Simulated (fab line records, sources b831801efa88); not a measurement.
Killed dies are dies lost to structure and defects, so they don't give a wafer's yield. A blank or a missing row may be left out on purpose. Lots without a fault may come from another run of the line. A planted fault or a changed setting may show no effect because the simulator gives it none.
Chamber matching | flow gf180mcu | GF_SAB_ETCH_11 on rie_diel-04: 4 sister chambers
The step etches SiO2 in C4F8/O2/Ar, target depth 55 nm, time 8.5 s. 4 wafers are shown with their chamber, then 7 later ones without.

WAFERS WITH THEIR CHAMBER
wafer  | chamber | oes_product_au (a.u.)
L691.1 | 1       | 0.981
L691.4 | 3       | 0.993
L692.1 | 0       | 1.002
L692.2 | 2       | 0.971

WAFERS WITHOUT THEIR CHAMBER
wafer  | oes_product_au (a.u.)
L692.5 | 0.996
L696.1 | 0.978
L696.4 | 0.989
L696.5 | 0.982
L697.2 | 0.985
L697.5 | 0.992
L697.6 | 0.971

WHICH CHAMBER EACH WENT THROUGH
wafer  | from the rows above     | in truth
L692.5 | can't be placed: 3 or 0 | 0
L696.1 | can't be placed: 1 or 2 | 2
L696.4 | can't be placed: 3 or 1 | 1
L696.5 | 1                       | 1
L697.2 | can't be placed: 1 or 3 | 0
L697.5 | 3                       | 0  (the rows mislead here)
L697.6 | 2                       | 2
Placed correctly: 2 of 7. Can't be placed from these rows: 4 (the true chamber is among the candidates in 3). Placed wrongly: 1.
How it was worked out, from the rows above alone: a wafer's distance from a chamber is the root of the sum, over the readings, of the square of ((its reading less the chamber's mean) divided by the reading's scatter). The wafer belongs to the nearest chamber; if the next one is less than 2 further off, it can't be placed. A chamber's mean is the mean of its shown wafers. The scatter: with one shown wafer a chamber, the root of the mean of the squares of how far each hidden wafer lies from its nearest shown one.
